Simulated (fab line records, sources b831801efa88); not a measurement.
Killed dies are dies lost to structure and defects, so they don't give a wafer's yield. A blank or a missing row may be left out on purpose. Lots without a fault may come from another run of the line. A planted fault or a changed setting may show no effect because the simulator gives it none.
One fault seen from 2 desks | flow sky130 | each desk has only its own numbers; what lay behind them comes last

THE TOOL OWNER'S DESK: wet_bench-03
The tool's own readings at SKY_FIELD_ISO_WET_ETCH_28 (etches SiO2 in dHF, target depth 23.7 nm, time 47 s): means of the sampled wafers that have a number, for each lot that ran on this tool. A lot is out of limits, marked OUT, if its mean lies more than 4 standard deviations from the usual mean; the brackets give that distance.
Columns: A = bath_heat_duty_pct at SKY_FIELD_ISO_WET_ETCH_28, usual 6.5 %
lot  | first seen here | A
L286 | day 2 15:32     | 6.4
L291 | day 3 12:29     | 6.2
L294 | day 4 04:28     | 6.9
L295 | day 4 09:01     | 6.2
L296 | day 4 14:37     | 5.5
L300 | day 5 10:16     | 6.7
This desk's finding: nothing out of limits on any of the 6 lots.

THE METROLOGY DESK
What the gauges read, lot by lot, whatever tool the lot ran on: means of the sampled wafers that have a number. A lot is out of limits, marked OUT, if its mean lies more than 4 standard deviations from the usual mean; the brackets give that distance.
Columns: A = METAL4_OVL at SKY_METAL4_OVL_MEAS_14, usual -3 nm; B = VIA4_BOW at SKY_VIA4_BOW_MEAS_03, usual 80 um
lot  | first seen here | A   | B
L286 | day 42 07:27    | 5   | 73
L287 | day 42 07:48    | -7  | 78
L290 | day 42 19:49    | -0  | 72
L291 | day 43 03:11    | 0   | 79
L292 | day 43 10:03    | 1   | 65
L293 | day 43 17:30    | -6  | 74
L294 | day 44 00:13    | -6  | 70
L295 | day 44 06:36    | 3   | 89
L296 | day 44 13:25    | -2  | 75
L300 | day 45 12:31    | -3  | 78
L305 | day 47 00:01    | -10 | 75
L306 | day 47 06:22    | -7  | 73
L308 | day 47 20:18    | -1  | 74
This desk's finding: nothing out of limits on any of the 13 lots.

PUT TOGETHER
The tool owner's desk saw nothing out of limits.
The metrology desk saw nothing out of limits.

WHAT THE SIMULATOR HAD PUT IN
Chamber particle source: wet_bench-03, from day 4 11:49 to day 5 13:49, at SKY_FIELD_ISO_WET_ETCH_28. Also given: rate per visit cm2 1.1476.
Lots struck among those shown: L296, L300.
